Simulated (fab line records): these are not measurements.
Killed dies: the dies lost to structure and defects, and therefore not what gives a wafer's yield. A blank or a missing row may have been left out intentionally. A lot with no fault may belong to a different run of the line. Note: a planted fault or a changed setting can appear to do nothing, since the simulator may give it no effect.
fab line records	flow sky130
[record] lots = 5	wafers = 15	last_day = 49
route steps=708 shown DNWELL@37 PWDE@45 PAD_OPEN@708
lots that met no fault: from a run of the same line without faults
start_h: hours from the record's first day to the start of the lot's first wafer shown	wait_h: hours elapsed since this lot's preceding step	" as in the row above	L1.1+2: a single row standing in for several wafers	- value missing, or start not given	* or withheld: withheld	< > ~ a bound
route shown NAME@n: names a module that has steps shown in the file, with the first one's number in the route	usual: mean/standard deviation of fault-free wafers	same: alike in all rows	chamber/n: place in a boat	sites: per-site readings	_std_site: how widely they spread, as a standard deviation	_edge_site: the outer-site mean with the inner-site mean subtracted	radius_mm: how far each site lies from the wafer's centre	mask NAME#n: copy n	behind: tool/chamber where the wafer was last shaped	hold: what put the lot on hold/how long, in hours/how the hold closed	device: names the non-switching transistor (n, p or np)	end of line: tests run on the same wafers once the route is complete	a step given without rows: its recipe and nothing more	killed: count of dies lost to structure and defects at first sort (not the wafer's yield)	map: per-die view of a wafer (x killed, . not killed, _ where there is no die)
set.NAME: the setting that was run; set.NAME@STEP: the one run at that earlier step	model.NAME: the simulator's own value behind a step, which no gauge read
a table for each step, a row for each wafer; lots at some steps of the route
services: when a tool's chamber went out of use (start_h, in hours from the record's first day, below 0 if earlier), for how many hours, and the reason
[[steps]]
[step SKY_DNWELL_COAT_02]
[recipe] spin_rpm = 2000	resist_thk_nm = 3000
[step SKY_DNWELL_SOFTBAKE_03]
[recipe] temp_c = 110	time_s = withheld
[step SKY_DNWELL_EXPOSE_04]
[recipe] mask_id = DNM	na = 0.57	target_cd_nm = 3000	dose_mj = 222
[step SKY_DNWELL_PEB_05]
[recipe] temp_c = 115	time_s = withheld
[step SKY_DNWELL_DEVELOP_06]
[recipe] wall_angle_deg = 90	developer = TMAH	develop_time_s = 60	dev_temp_c = 23
[step SKY_DNWELL_IMPLANT_07]
[recipe] species = P	energy_kev = withheld	dose_cm2 = withheld	tilt_deg = withheld
[step SKY_DNWELL_STRIP_08]
[recipe] chemistry = O2/N2	power_w = 1400	pressure_mtorr = 1500	platen_temp_c = withheld	o2_flow_sccm = 3000	n2_flow_sccm = 300	overash_fraction = 0.5
[usual] chamber_pressure_mTorr = 1499.8/1.3	drypump_motor_current_A = 5.5/0.36	oes_product_au = 0.723/0.0045	strip_time_to_endpoint_s = 36.96/0.14
lot.wafer	tool	chamber	start_h	wait_h	chamber_pressure_mTorr	drypump_motor_current_A	oes_product_au	rf_hours_counter_h	strip_time_to_endpoint_s
L822.3	plasma_asher-01	0	98.57	0.1	1496.5	6.0	0.716	-	37.18
L822.5	"	1	"	"	1499.7	5.4	0.734	-	37.21
L822.6	"	0	"	"	1498.0	6.0	0.721	-	37.16
L826.1	plasma_asher-04	1	122.74	0.1	1500.2	4.9	0.721	33	37.01
L826.2	"	0	"	"	1501.9	5.5	0.730	33	37.10
L826.4	"	0	"	"	1502.6	5.4	0.720	-	36.99
L827.2	plasma_asher-01	0	127.79	0.1	1496.9	5.9	0.721	44	36.95
L827.3	"	1	"	"	1497.8	5.5	0.723	-	37.02
L827.5	"	0	"	"	1500.9	5.9	0.729	-	36.87
L829.3	plasma_asher-03	0	140.68	0.1	1499.4	5.5	0.720	-	36.80
L829.4	"	1	"	"	1499.6	5.9	0.724	-	36.80
L829.5	"	0	"	"	1501.4	5.5	0.721	-	36.81
L832.1	plasma_asher-04	0	154.98	0.1	1500.8	5.5	0.719	36	36.73
L832.5	"	1	"	"	1498.0	4.9	0.724	-	36.80
L832.6	"	0	"	"	1500.1	5.4	0.729	-	36.84
[step SKY_DNWELL_TW_MEAS_09]
[usual] DNWELL_TW = 1108/14
lot.wafer	tool	chamber	start_h	wait_h	DNWELL_TW
L822.3	film_metro-01	-	98.66	0.1	1110
L822.5	"	-	"	"	1108
L822.6	"	-	"	"	1108
L826.1	film_metro-02	-	122.84	0.1	1097
L826.2	"	-	"	"	1093
L826.4	"	-	"	"	1098
L827.2	film_metro-01	-	127.90	0.1	1095
L827.3	"	-	"	"	1088
L827.5	"	-	"	"	1098
L829.3	film_metro-04	-	140.76	0.1	1126
L829.4	"	-	"	"	1127
L829.5	"	-	"	"	1135
L832.1	film_metro-02	-	155.08	0.1	1098
L832.5	"	-	"	"	1103
L832.6	"	-	"	"	1097
[step SKY_PWDE_DEHYDRATE_00]
[recipe] temp_c = 200	time_s = 60
[step SKY_PWDE_HMDS_01]
[recipe] prime_time_s = 60	prime_temp_c = 120
[step SKY_PWDE_COAT_02]
[recipe] spin_rpm = 2000	resist_thk_nm = 3000
[step SKY_PWDE_SOFTBAKE_03]
[recipe] temp_c = 110	time_s = withheld
[step SKY_PWDE_EXPOSE_04]
[recipe] mask_id = PWDEM	na = 0.6	source_shape = conventional	sigma_outer = 0.6	polarization = unpolarized	target_cd_nm = 840	dose_mj = 214
lot.wafer	tool	chamber	start_h	wait_h	mask
L822.3+5+6	iline_stepper-01	0	106.86	-	PWDEM_R1#0
L826.1+2+4	iline_stepper-02	0	131.54	-	PWDEM#0
L827.2+3+5	iline_stepper-01	0	138.23	-	PWDEM#0
L829.3+4+5	iline_stepper-02	0	150.52	-	PWDEM#0
L832.1+5+6	iline_stepper-02	0	164.82	-	PWDEM#0
[step SKY_PWDE_PEB_05]
[recipe] temp_c = 115	time_s = withheld
[step SKY_PAD_OPEN_PROBE_99]
[usual] killed_at_M0_to_M3 = 44/7.2	killed_at_M4_up = 3.0/1.9	killed_at_contacts = 25/4.8	killed_at_front_end = 16/4.2	killed_at_other = 0.2/0.44	killed_dies = 88/9.3	killed_open = 48/7.1	killed_short = 40/6.5
[same] gross_dies = 492	killed_at_back_side = 0
lot.wafer	tool	chamber	start_h	wait_h	killed_at_M0_to_M3	killed_at_M4_up	killed_at_contacts	killed_at_front_end	killed_at_other	killed_dies	killed_open	killed_short	model.etest.res_p_drift_20v.width_nm
L822.3	prober-01	-	1122.11	0.2	44	0	27	11	0	82	41	41	888.7
L822.5	prober-01	-	1122.21	0.2	34	2	29	11	1	77	43	34	891.2
L822.6	prober-01	-	1122.26	0.2	53	1	26	18	1	99	47	52	887.7
L826.1	prober-01	-	1143.98	0.1	43	1	30	12	0	86	51	35	841
L826.2	prober-01	-	1144.03	0.1	31	3	25	19	0	78	42	36	840.6
L826.4	prober-01	-	1144.13	0.2	49	2	30	30	1	112	62	50	842.8
L827.2	prober-02	-	1153.54	0.1	49	1	30	18	2	100	51	49	842.8
L827.3	prober-02	-	1153.59	0.2	31	3	25	21	1	81	44	37	841.6
L827.5	prober-02	-	1153.69	0.2	45	3	27	20	0	95	61	34	844.3
L829.3	prober-02	-	1166.25	0.2	50	4	21	15	0	90	49	41	836.5
L829.4	prober-02	-	1166.30	0.2	35	3	29	21	1	89	50	39	835.6
L829.5	prober-02	-	1166.35	0.2	40	1	27	12	0	80	42	38	827.5
L832.1	prober-01	-	1173.09	0.1	48	2	24	15	0	89	37	52	830.5
L832.5	prober-01	-	1173.29	0.2	42	0	23	10	0	75	44	31	834
L832.6	prober-01	-	1173.34	0.2	53	1	31	16	1	102	53	49	831.8
// killed by level:class
L822.3 CONTACT:geometric_particle:open=9 VIA1:geometric_particle:short=8 METAL1:geometric_particle:short=7 LI_CONTACT:geometric_particle:open=6 VIA1:geometric_particle:open=6 VIA3:geometric_particle:open=6 VIA3:geometric_particle:short=5 LI_CONTACT:geometric_particle:short=4
L822.5 CONTACT:geometric_particle:open=9 CONTACT:geometric_particle:short=9 VIA1:geometric_particle:open=9 VIA2:geometric_particle:open=6 METAL1:geometric_particle:short=5 VIA3:geometric_particle:open=5 FIELD_ISO:geometric_particle:open=4 POLY_GATE:geometric_particle:short=4
L822.6 CONTACT:geometric_particle:open=12 METAL2:geometric_particle:short=11 FIELD_ISO:geometric_particle:short=8 VIA3:geometric_particle:short=8 VIA3:geometric_particle:open=8 LI_CONTACT:geometric_particle:open=7 VIA1:geometric_particle:open=5 METAL1:geometric_particle:short=4
L826.1 CONTACT:geometric_particle:open=12 VIA1:geometric_particle:open=9 LI_CONTACT:geometric_particle:open=8 VIA2:geometric_particle:open=6 VIA2:geometric_particle:short=5 METAL2:geometric_particle:short=5 FIELD_ISO:geometric_particle:short=4 VIA1:geometric_particle:short=4
L826.2 CONTACT:geometric_particle:open=8 LI_CONTACT:geometric_particle:open=7 VIA1:geometric_particle:open=6 FIELD_ISO:geometric_particle:open=5 FIELD_ISO:geometric_particle:short=5 METAL1:geometric_particle:short=5 VIA3:geometric_particle:short=5 LOCAL_INTERCONNECT:geometric_particle:short=4
L826.4 VIA1:geometric_particle:open=12 POLY_GATE:geometric_particle:short=11 LI_CONTACT:geometric_particle:open=10 FIELD_ISO:geometric_particle:open=9 CONTACT:geometric_particle:open=9 VIA3:geometric_particle:open=7 METAL2:geometric_particle:short=6 VIA2:geometric_particle:open=6
L827.2 VIA1:geometric_particle:open=12 CONTACT:geometric_particle:open=12 POLY_GATE:geometric_particle:short=7 METAL2:geometric_particle:short=7 VIA1:geometric_particle:short=7 VIA2:geometric_particle:open=7 LOCAL_INTERCONNECT:geometric_particle:short=6 VIA3:geometric_particle:open=6
L827.3 CONTACT:geometric_particle:open=10 METAL2:geometric_particle:short=9 VIA1:geometric_particle:open=9 FIELD_ISO:geometric_particle:open=8 LI_CONTACT:geometric_particle:open=5 FIELD_ISO:geometric_particle:short=4 LOCAL_INTERCONNECT:geometric_particle:short=4 POLY_GATE:geometric_particle:short=3
L827.5 LI_CONTACT:geometric_particle:open=12 VIA2:geometric_particle:open=11 VIA1:geometric_particle:open=10 POLY_GATE:geometric_particle:open=7 METAL1:geometric_particle:short=5 VIA1:geometric_particle:short=5 FIELD_ISO:geometric_particle:short=4 METAL2:geometric_particle:short=4
L829.3 VIA1:geometric_particle:open=10 METAL1:geometric_particle:short=8 CONTACT:geometric_particle:open=8 FIELD_ISO:geometric_particle:open=6 VIA2:geometric_particle:open=6 LOCAL_INTERCONNECT:geometric_particle:short=6 VIA1:geometric_particle:short=5 VIA2:geometric_particle:short=5
L829.4 LI_CONTACT:geometric_particle:open=10 CONTACT:geometric_particle:open=8 FIELD_ISO:geometric_particle:open=7 VIA1:geometric_particle:open=7 FIELD_ISO:geometric_particle:short=6 VIA2:geometric_particle:open=6 CONTACT:geometric_particle:short=5 METAL1:geometric_particle:short=4
L829.5 VIA1:geometric_particle:open=12 CONTACT:geometric_particle:open=10 CONTACT:geometric_particle:short=7 METAL2:geometric_particle:short=5 METAL1:geometric_particle:short=5 VIA1:geometric_particle:short=5 VIA3:geometric_particle:open=5 FIELD_ISO:geometric_particle:short=4
L832.1 CONTACT:geometric_particle:open=11 METAL2:geometric_particle:short=9 METAL1:geometric_particle:short=8 POLY_GATE:geometric_particle:short=5 VIA2:geometric_particle:open=5 VIA2:geometric_particle:short=5 VIA3:geometric_particle:short=5 FIELD_ISO:geometric_particle:short=4
L832.5 VIA1:geometric_particle:open=13 CONTACT:geometric_particle:open=8 METAL1:geometric_particle:short=7 VIA3:geometric_particle:open=7 LI_CONTACT:geometric_particle:open=6 VIA2:geometric_particle:open=5 FIELD_ISO:geometric_particle:short=4 LOCAL_INTERCONNECT:geometric_particle:short=4
L832.6 CONTACT:geometric_particle:open=11 VIA1:geometric_particle:open=11 VIA2:geometric_particle:open=8 METAL1:geometric_particle:short=8 FIELD_ISO:geometric_particle:open=7 LOCAL_INTERCONNECT:geometric_particle:short=5 CONTACT:geometric_particle:short=5 METAL2:geometric_particle:short=5
[[services]]
tool	chamber	start_h	hours	kind
iline_stepper-02	-	78.89	5.2	repair
plasma_asher-01	-	105.20	1.6	repair
plasma_asher-04	-	163.93	0.7	repair
[[key]]
[first_sign] step = SKY_PWDE_EXPOSE_04	reading = mask	direction = changed
effect none on later readings
[model_effect] step = SKY_PAD_OPEN_PROBE_99	value = etest.res_p_drift_20v.width_nm	without = 830	struck = 889.2
met_at SKY_PWDE_EXPOSE_04
struck_wafers L822.3,L822.5,L822.6
tester_left_out L822
[fault] kind = wrong_mask	tool = any	chamber = -	onset_h = 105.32	steps = SKY_PWDE_EXPOSE_04	aux_copy = PWDEM_R1#0	cd_offset_nm = 59	scope = struck_lots_only
// tester_left_out: of these lots the tester's yield and bins aren't shown, on N5 and GAA mostly nor the transistor test; their killed dies are dies lost to structure and defects alone, not to doping, threshold or leakage, so they don't give the yield
